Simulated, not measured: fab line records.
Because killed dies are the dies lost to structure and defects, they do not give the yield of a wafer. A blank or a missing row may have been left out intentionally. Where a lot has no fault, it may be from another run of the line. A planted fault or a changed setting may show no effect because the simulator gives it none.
8D (eight disciplines) problem report, filled in by code | flow gf180mcu | the parts of the form that need people (team, actions taken, sign-off) are left out

## 1. THE ISSUE
M4_ALCU_RS at GF_M4_RS_MEAS_05 reads a mean of 0.0648 ohm/sq on 1 wafer of 1 lot; wafers without a fault read 0.0698 ohm/sq with a standard deviation of 0.0007. That puts it -7.1 standard deviations away from the usual mean.
The step: measures by four-point-probe.
First observed at day 27 09:50: wafer L679.5, on filmMetro-02. The record has a number at this step for 33 wafers belonging to 11 lots. Rule for "out" (also "out of limits"): further than 4 standard deviations from the usual mean. The rest of the wafers with a number are treated as sound.

## 2. WHAT IT IS AND WHAT IT IS NOT
question                    | is                | is not
which readings at this step | M4_ALCU_RS        | -
which lots                  | L679              | L667, L668, L669, L671, L672, L673, L684, L687, L688, L689
which wafers of those lots  | L679.5            | L679.2, L679.3
read on which gauges        | filmMetro-02      | filmMetro-01, filmMetro-04
when                        | from day 27 09:50 | up to then (20 sound wafers); but 12 sound wafers of L684, L687, L688, L689 came after

## 3. THE SUSPECTS, EACH WITH WHAT RULES IT OUT
Counting: a tool at a process step up to the reading stays a suspect if it ran every lot that is out. Sound lots after the first of them don't rule it out here, since some wafers of a struck lot are sound.
- the gauge at GF_M4_RS_MEAS_05: kept. All the wafers that are out were read on filmMetro-02, and no step on other tools shows them out.
- pvdSputter-03 at GF_M3_SPUTTER_04 (material TiN, target thk 50 nm, time 41.7 s): kept. It ran the lot that is out, L679 (day 25 12:37); its last sound lot up to then is L673 (day 23 14:06).
- rieMetal-01 at GF_M3_METAL_ETCH_16 (etches the open film in Cl2/BCl3, stops on SiO2, target depth 750.8 nm, time 125.1 s): kept. It ran the lot that is out, L679 (day 26 10:08); its last sound lot up to then is L671 (day 23 19:35).
- rieDiel-04 at GF_V3_ETCH_16 (etches BARC in N2/H2): kept. It ran the lot that is out, L679 (day 27 08:11); its last sound lot up to then is L668 (day 24 02:44).
- pvdSputter-01 at GF_M4_SPUTTER_02 (material AlCu, target thk 450 nm, time 23.9 s): kept. It ran the lot that is out, L679 (day 27 09:43); its last sound lot up to then is L668 (day 24 04:19).
- In rieDiel-04 at GF_V3_ETCH_16, the wafers that are out were processed in chamber 2 and their sound lot-mates in chambers 1, 3.
Left after counting: pvdSputter-03 at GF_M3_SPUTTER_04, rieMetal-01 at GF_M3_METAL_ETCH_16, rieDiel-04 at GF_V3_ETCH_16, pvdSputter-01 at GF_M4_SPUTTER_02, filmMetro-02 at GF_M4_RS_MEAS_05.

## 4. THE CAUSE (what the simulator had put in)
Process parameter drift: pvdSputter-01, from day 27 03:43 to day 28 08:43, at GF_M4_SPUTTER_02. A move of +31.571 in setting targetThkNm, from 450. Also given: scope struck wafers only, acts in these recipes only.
Counting leaves 5 suspects; this tool is one of them.

## 5. THE CHAIN OF EFFECTS, in route order
Each row: a reading whose mean over the struck wafers that have a number lies more than 3 standard deviations from the usual. Readings are gone through only where the record gives a usual standard deviation; hours: the median, over the lots, of the time from a lot's start at the first step in this table giving one to that lot's start at this step; sigmas: the change measured in usual standard deviations.
hours | step              | reading     | usual         | on struck wafers | change  | sigmas
0     | GF_M4_RS_MEAS_05  | M4_ALCU_RS  | 0.0698 ohm/sq | 0.0648           | -0.0050 | -7.1
0     | GF_M4_THK_MEAS_06 | M4_ALCU_THK | 450 nm        | 483              | +33     | +6.5

## 6. WHAT WOULD HAVE CAUGHT IT SOONER
In this record the first reading out of limits at a measuring or inspecting step was taken at day 27 09:50, 6 hours after the fault began at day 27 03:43.
No tool reading at GF_M4_SPUTTER_02 that has a usual standard deviation in the record was out on any struck wafer, so an alarm limit of 4 standard deviations on those readings would not have fired.
Lots out: 1; all had begun GF_M4_SPUTTER_02 on pvdSputter-01 by day 27 09:50. Tool hold at that time: it would have spared none of them.
